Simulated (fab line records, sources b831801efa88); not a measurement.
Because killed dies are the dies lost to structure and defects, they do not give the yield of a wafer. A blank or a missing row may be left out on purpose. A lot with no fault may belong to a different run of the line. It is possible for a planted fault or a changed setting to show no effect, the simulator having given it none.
Which tool did it? || flow gf180mcu || 36 wafers from 12 lots sampled at 2 of the route's 602 steps

== WHAT THE GAUGES SHOWED, per wafer ==
GF_HV_LDD_THK_MEAS_57. Usual: HV_LDD_CVD_56_THK typically reads 90.3 nm, with standard deviation 0.9.
{"lot": "L740", "measured": "day 13 00:16", "on": "film metro-02", "HV_LDD_CVD_56_THK (nm)": "89.5 89.8 89.0", "flag": ""}
{"lot": "L741", "measured": "day 13 11:53", "on": "film metro-02", "HV_LDD_CVD_56_THK (nm)": "90.5 90.6 91.1", "flag": ""}
{"lot": "L742", "measured": "day 13 13:50", "on": "film metro-02", "HV_LDD_CVD_56_THK (nm)": "89.1 89.1 89.3", "flag": ""}
{"lot": "L745", "measured": "day 13 23:32", "on": "film metro-02", "HV_LDD_CVD_56_THK (nm)": "90.3 89.9 89.7", "flag": ""}
{"lot": "L748", "measured": "day 15 04:11", "on": "film metro-03", "HV_LDD_CVD_56_THK (nm)": "50.3 50.5 50.9", "flag": "OFF"}
{"lot": "L755", "measured": "day 17 16:55", "on": "film metro-02", "HV_LDD_CVD_56_THK (nm)": "90.8 90.1 90.4", "flag": ""}
{"lot": "L756", "measured": "day 17 19:49", "on": "film metro-03", "HV_LDD_CVD_56_THK (nm)": "90.2 90.4 90.3", "flag": ""}
{"lot": "L757", "measured": "day 18 07:01", "on": "film metro-03", "HV_LDD_CVD_56_THK (nm)": "90.8 90.4 90.4", "flag": ""}
{"lot": "L758", "measured": "day 18 10:21", "on": "film metro-02", "HV_LDD_CVD_56_THK (nm)": "90.2 90.1 90.4", "flag": ""}
{"lot": "L759", "measured": "day 18 23:13", "on": "film metro-02", "HV_LDD_CVD_56_THK (nm)": "91.0 91.7 91.9", "flag": ""}
{"lot": "L760", "measured": "day 19 06:25", "on": "film metro-02", "HV_LDD_CVD_56_THK (nm)": "91.7 91.6 91.6", "flag": ""}
{"lot": "L761", "measured": "day 19 17:25", "on": "film metro-03", "HV_LDD_CVD_56_THK (nm)": "89.9 89.6 89.8", "flag": ""}

== EACH LOT AND THE TOOL THAT RAN IT (in order: tool; ch and the chambers of the sampled wafers; start) ==
{"lot": "L740", "GF_HV_LDD_CVD_56": "lpcvd-01 ch 1, day 12 22:50"}
{"lot": "L741", "GF_HV_LDD_CVD_56": "lpcvd-02 ch 0, day 13 10:26"}
{"lot": "L742", "GF_HV_LDD_CVD_56": "lpcvd-01 ch 1, day 13 11:41"}
{"lot": "L745", "GF_HV_LDD_CVD_56": "lpcvd-02 ch 0, day 13 22:05"}
{"lot": "L748", "GF_HV_LDD_CVD_56": "lpcvd-02 ch 0, day 15 02:45"}
{"lot": "L755", "GF_HV_LDD_CVD_56": "lpcvd-01 ch 0, day 17 15:29"}
{"lot": "L756", "GF_HV_LDD_CVD_56": "lpcvd-01 ch 0, day 17 18:23"}
{"lot": "L757", "GF_HV_LDD_CVD_56": "lpcvd-01 ch 0, day 18 05:35"}
{"lot": "L758", "GF_HV_LDD_CVD_56": "lpcvd-02 ch 0, day 18 08:53"}
{"lot": "L759", "GF_HV_LDD_CVD_56": "lpcvd-02 ch 1, day 18 21:47"}
{"lot": "L760", "GF_HV_LDD_CVD_56": "lpcvd-01 ch 0, day 19 04:59"}
{"lot": "L761", "GF_HV_LDD_CVD_56": "lpcvd-02 ch 1, day 19 15:59"}
- GF_HV_LDD_CVD_56: deposits Si3N4 from DCS/NH3, target thk 90 nm, time 1543 s.

== WHAT THE TOOLS THEMSELVES READ (means of the sampled wafers that have a number; where no wafer has one, the mark that the record gives instead) ==
GF_HV_LDD_CVD_56. Usual: spike tc centre C 771.7 C, standard deviation 1.5; zone power top pct 26.3 %, standard deviation 2.1.
{"lot": "L740", "tool": "lpcvd-01", "spike tc centre C (C)": 771.2, "zone power top pct (%)": 28.2, "flag": ""}
{"lot": "L741", "tool": "lpcvd-02", "spike tc centre C (C)": 770.6, "zone power top pct (%)": 29.1, "flag": ""}
{"lot": "L742", "tool": "lpcvd-01", "spike tc centre C (C)": 771.2, "zone power top pct (%)": 28.2, "flag": ""}
{"lot": "L745", "tool": "lpcvd-02", "spike tc centre C (C)": 769.8, "zone power top pct (%)": 28.8, "flag": ""}
{"lot": "L748", "tool": "lpcvd-02", "spike tc centre C (C)": 770.9, "zone power top pct (%)": 29.0, "flag": ""}
{"lot": "L755", "tool": "lpcvd-01", "spike tc centre C (C)": 771.9, "zone power top pct (%)": 24.5, "flag": ""}
{"lot": "L756", "tool": "lpcvd-01", "spike tc centre C (C)": 772.6, "zone power top pct (%)": 24.4, "flag": ""}
{"lot": "L757", "tool": "lpcvd-01", "spike tc centre C (C)": 771.7, "zone power top pct (%)": 24.4, "flag": ""}
{"lot": "L758", "tool": "lpcvd-02", "spike tc centre C (C)": 771.4, "zone power top pct (%)": 28.8, "flag": ""}
{"lot": "L759", "tool": "lpcvd-02", "spike tc centre C (C)": 774.0, "zone power top pct (%)": 24.1, "flag": ""}
{"lot": "L760", "tool": "lpcvd-01", "spike tc centre C (C)": 772.0, "zone power top pct (%)": 24.5, "flag": ""}
{"lot": "L761", "tool": "lpcvd-02", "spike tc centre C (C)": 772.9, "zone power top pct (%)": 24.3, "flag": ""}

== THE ANSWER, worked out from the rows above alone ==
Rule: a lot is off if the mean of its wafers that have a number lies more than 3 standard deviations from the usual mean. Also off: a lot with no number at a reading for which 4 or more lots have one. The other lots that the step has rows for count as sound. Order of review: gauges by route order, followed by the tools' own readings, for which a lot's mean as printed above is used. The first step at which some lot is off is used, and at that step the reading that is off furthest; a lot without a number counts as furthest.
Off: at GF_HV_LDD_THK_MEAS_57 (HV_LDD_CVD_56_THK), L748.
If a tool, at a process step before that reading, ran all the lots that are off and no sound lot after the first of them, it fits. Those tools and the gauges at GF_HV_LDD_THK_MEAS_57 are tried in the same way. No candidate that was tried fits.

== WHAT WAS PUT IN BY THE SIMULATOR ==
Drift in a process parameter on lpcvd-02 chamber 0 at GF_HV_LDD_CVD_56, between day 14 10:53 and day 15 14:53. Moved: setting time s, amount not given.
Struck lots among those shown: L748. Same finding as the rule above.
